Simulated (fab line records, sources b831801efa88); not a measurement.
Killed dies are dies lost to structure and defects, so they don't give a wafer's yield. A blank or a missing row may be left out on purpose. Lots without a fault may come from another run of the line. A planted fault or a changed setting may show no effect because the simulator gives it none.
One fault seen from 2 desks | flow sky130 | each desk has only its own numbers; what lay behind them comes last

THE TOOL OWNER'S DESK: litho_track-01
The tool's own readings at SKY_VT_ADJUST_LVTN_COAT_13 (resist thk 1140 nm): means of the sampled wafers that have a number, for each lot that ran on this tool. A lot is out of limits, marked OUT, if its mean lies more than 4 standard deviations from the usual mean; the brackets give that distance.
Columns: A = chill_plate_temp_C at SKY_VT_ADJUST_LVTN_COAT_13, usual 23.01 C; B = dispense_pressure_kPa at SKY_VT_ADJUST_LVTN_COAT_13, usual 47.5 kPa; C = resist_line_temp_C at SKY_VT_ADJUST_LVTN_COAT_13, usual 22.97 C
lot  | first seen here | A     | B    | C
L766 | day 11 11:50    | 22.97 | 45.2 | 22.80
L771 | day 13 01:53    | 22.87 | 45.3 | 23.05
L773 | day 13 09:47    | 23.18 | 45.3 | 22.96
This desk's finding: nothing out of limits on any of the 3 lots.

THE METROLOGY DESK
What the gauges read, lot by lot, whatever tool the lot ran on: means of the sampled wafers that have a number. A lot is out of limits, marked OUT, if its mean lies more than 4 standard deviations from the usual mean; the brackets give that distance.
Columns: A = FIELD_ISO_OXIDATION_00_THK at SKY_FIELD_ISO_THK_MEAS_02, usual 12.03 nm; B = cd_nm at SKY_FIELD_ISO_CD_MEAS_13, usual 150.0 nm; C = PWDE_OVL at SKY_PWDE_OVL_MEAS_07, usual -0.4 nm; D = VT_ADJUST_LVTN_01_OVL at SKY_VT_ADJUST_LVTN_OVL_MEAS_18, usual -0.3 nm; E = VT_ADJUST_NCORE_TW at SKY_VT_ADJUST_NCORE_TW_MEAS_11, usual 219.1; F = VT_ADJUST_HVTR_TW at SKY_VT_ADJUST_HVTR_TW_MEAS_11, usual 214.4
lot  | first seen here | A     | B     | C    | D    | E               | F
L753 | day 1 21:38     | 11.68 | 151.9 | -0.8 | -1.4 | 222.0           | 214.4
L754 | day 2 02:38     | 12.28 | 149.1 | -0.8 | 0.2  | 216.1           | 214.4
L756 | day 2 12:46     | 11.80 | 147.8 | -0.4 | -    | 253.5 (+13) OUT | 246.4 (+25) OUT
L757 | day 2 19:02     | 12.09 | 148.4 | -0.9 | -    | 246.6 (+10) OUT | 247.4 (+25) OUT
L759 | day 3 05:16     | 12.24 | 149.4 | 0.2  | -0.8 | 215.1           | 213.7
L766 | day 4 15:44     | 11.69 | 147.9 | 0.4  | 0.4  | 215.6           | 215.1
L767 | day 4 19:55     | 12.09 | 150.4 | -1.1 | -0.8 | 220.7           | 216.3
L768 | day 5 02:47     | 11.96 | 151.4 | -0.4 | -1.9 | 221.8           | 213.5
L769 | day 5 07:07     | 12.23 | 150.4 | 0.0  | 0.9  | 222.9           | 215.2
L770 | day 5 12:40     | 12.15 | 151.3 | -1.3 | 1.1  | 220.9           | 215.3
L771 | day 5 16:58     | 11.60 | 150.6 | 0.2  | -1.8 | 221.9           | 215.7
L772 | day 5 21:35     | 12.11 | 152.5 | 0.5  | -0.3 | 216.2           | 215.5
L773 | day 6 01:38     | 12.09 | 152.9 | 0.4  | 0.5  | 215.5           | 213.2
L774 | day 6 07:04     | 11.58 | 147.6 | -0.0 | 0.4  | 219.7           | 213.2
This desk's finding: out of limits on L756, L757; first on L756, day 10 00:01 (VT_ADJUST_NCORE_TW at SKY_VT_ADJUST_NCORE_TW_MEAS_11). In limits: L753, L754, L759, L766, L767, L768, L769, L770, L771, L772, L773, L774.

PUT TOGETHER
The metrology desk could have raised an alarm at day 10 00:01, on L756, L757.
The tool owner's desk saw nothing out of limits.
The tool owner's desk has no number on record for L756, L757.
Of the lots named, all ran SKY_VT_ADJUST_LVTN_COAT_13 on litho_track-01.

WHAT THE SIMULATOR HAD PUT IN
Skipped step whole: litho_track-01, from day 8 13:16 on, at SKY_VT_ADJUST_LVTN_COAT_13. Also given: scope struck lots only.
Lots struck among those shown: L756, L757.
Hours from the fault's start to each desk's first reading out of limits: the metrology desk, 35.
